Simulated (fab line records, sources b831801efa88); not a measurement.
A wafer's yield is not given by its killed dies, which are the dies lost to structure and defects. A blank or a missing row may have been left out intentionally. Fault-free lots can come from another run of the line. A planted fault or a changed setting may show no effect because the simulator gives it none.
Comparing a struck lot with a sound one -- flow sky130 -- 16 out of 708 route steps
Sound: wafers L240.3, L240.4, L240.6. The struck wafers were L236.2, L236.3, L236.5. Last of all comes the cause.
Per side, at each step with rows, come the tool, then ch with its chambers, and then its first start. Under that, the readings that differ: sound wafers -- struck wafers -- difference of the means -- sigmas: that difference in standard deviations of wafers without a fault.
alike: words and numbers the same on both sides, and readings whose means are apart by under 2 such deviations; not compared: readings that were withheld, readings missing a value for some wafer, numbers with overlapping values and no deviation given by the record, and bounds like >300 which may hide the same value.
Wherever a step has rows on one side only, a row that says differs or no value, or a row with sigmas, the two part there. Numbers that have no deviation but don't overlap get no sigmas and don't part them. A reading missing from all wafers of one side parts the sides only when that side holds two or more wafers.

first, 3 steps without rows for these wafers: SKY_FIELD_ISO_EXPOSE_10 (exposes mask FOM, target cd 150 nm); SKY_FIELD_ISO_PEB_11; SKY_FIELD_ISO_DEVELOP_12 (develop time 60 s).
SKY_FIELD_ISO_CD_MEAS_13: the cd target is 150 nm.
  struck on cdSem-02, day 3 21:04; sound on cdSem-02, day 6 01:54
  alike: cdNm
SKY_FIELD_ISO_ETCH_14: etches BARC in N2/H2, stops on SiO2, time 45.9 s, target depth 60 nm.
  sound on rieDiel-04 ch 0,1,3, day 6 01:59; struck on rieDiel-01 ch 0,1, day 3 21:10
  alike: chamberPressureMTorr, drypumpMotorCurrentA, n2FlowSccm, oesProductAu, throttleValvePct
  not compared: rfHoursCounterH
SKY_FIELD_ISO_ETCH_15: etches the open film in CHF3/O2, stops on Si, target depth 180 nm, time 72 s.
  sound on rieDiel-04 ch 0,1,3, day 6 02:01; struck on rieDiel-01 ch 0,1, day 3 21:12
  alike: chamberPressureMTorr, drypumpMotorCurrentA, oesProductAu, throttleValvePct
  not compared: rfHoursCounterH
SKY_FIELD_ISO_STRIP_16: strips in O2/N2.
  sound on plasmaAsher-03 ch 0,1, day 6 02:07; struck on plasmaAsher-03 ch 1, day 3 21:16
  alike: chamberPressureMTorr, drypumpMotorCurrentA, n2FlowSccm, oesProductAu, stripTimeToEndpointS
  not compared: rfHoursCounterH
SKY_FIELD_ISO_ETCH_17: etches Si in HBr/Cl2/O2, target depth 342 nm, time 97.7 s.
  sound on rieSi-02 ch 0,1, day 6 02:13; struck on rieSi-01 ch 1,3, day 3 21:22
  alike: HBr_flow_sccm, chamberPressureMTorr, drypumpMotorCurrentA, oesProductAu, throttleValvePct
  not compared: rfHoursCounterH
then, 4 steps without rows for these wafers: SKY_FIELD_ISO_WET_ETCH_18 (etches Si3N4 in H3PO4, target depth 25 nm, time 286 s); SKY_FIELD_ISO_CLEAN_19 (cleans in SC1/SC2, time 150 s); SKY_FIELD_ISO_CLEAN_20 (cleans in dHF, time 20 s); SKY_FIELD_ISO_WET_ETCH_21 (etches SiO2 in dHF, target depth 20 nm, time 400 s).
SKY_FIELD_ISO_OXIDATION_22: stabilise 600 s, purge 300 s, target thk 10 nm.
  sound on furnace-01 ch 0, day 6 03:08; struck on furnace-02 ch 0, day 3 21:42
reading,sound,struck,difference,sigmas
spikeTcBottomC (C),972 970 972,997 996 999,+26,+7
spikeTcCentreC (C),948.9 950.5 947.4,985.2 985.8 983.5,+35.9,+28
spikeTcLowerC (C),952.3 952.0 953.2,983.9 983.6 985.3,+31.8,+26
spikeTcTopC (C),961.4 961.1 961.2,998.2 996.9 998.9,+36.8,+22
spikeTcUpperC (C),949.7 948.0 948.9,984.4 982.8 984.3,+35.0,+27
tubeCenterTempC (C),950.06 950.07 949.96,983.2 983.23 983.24,+33.2,+99 or more
tube_center_temp_C_max,952.0 952.4 951.9,985.9 985.7 985.2,+33.5,+84
zonePowerBottomPct (%),28.3 28.5 27.9,32.8 33.4 32.8,+4.8,+4
zonePowerTopPct (%),42.4 42.4 43.0,43.9 44.1 44.6,+1.6,+2
model.SiO2_of_FIELD_ISO_OXIDATION_22.thkNm (nm),10.01 9.94 9.9,14.82 14.8 14.95,+4.91,
  alike: zonePowerCentrePct
SKY_FIELD_ISO_THK_MEAS_23:
  struck on filmMetro-03, day 3 22:53; sound on filmMetro-03, day 6 04:20
reading,sound,struck,difference,sigmas
FIELD_ISO_OXIDATION_01_THK (nm),10.03 9.94 9.89,14.83 14.76 14.96,+4.90,+24
then, 1 step without rows for these wafers: SKY_FIELD_ISO_CVD_24 (deposits SiO2, target thk 595 nm, time 99.2 s).
-- the record jumps here: 46 days lie between the struck wafers' starts before and after (it left off in module FIELD_ISO and takes up again in module PAD_OPEN, whose first step shown is number 708 of the route) --
SKY_PAD_OPEN_PROBE_99:
  struck on prober-01, day 49 15:06; sound on prober-01, day 49 23:32
reading,sound,struck,difference,sigmas
model.etest.diodeNdiffFingers.leakLog10ACm2,-6.545 -6.748 -6.663,-6.975 -6.951 -7.024,-0.331,
model.etest.diodePdiffFingers.leakLog10ACm2,-6.59 -6.572 -6.617,-6.696 -6.842 -6.91,-0.223,
  alike: killed_at_M0_to_M3, killed_at_M4_up, killedAtContacts, killedAtFrontEnd, killedAtOther, killedDies, killedOpen, killedShort
  not compared: model.etest.sramNfetPass.offLog10AUm, model.etest.sramNfetPass.vtSatV, model.etest.sramNfetPass.vtV

WHERE THEY PART
Last at SKY_FIELD_ISO_THK_MEAS_23 as far as this record goes, first at SKY_FIELD_ISO_OXIDATION_22. Later steps at which nothing parts them and some readings are alike: SKY_PAD_OPEN_PROBE_99.

WHY: the cause the simulator had injected
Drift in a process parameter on furnace-02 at SKY_FIELD_ISO_OXIDATION_22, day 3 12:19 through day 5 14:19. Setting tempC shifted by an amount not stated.
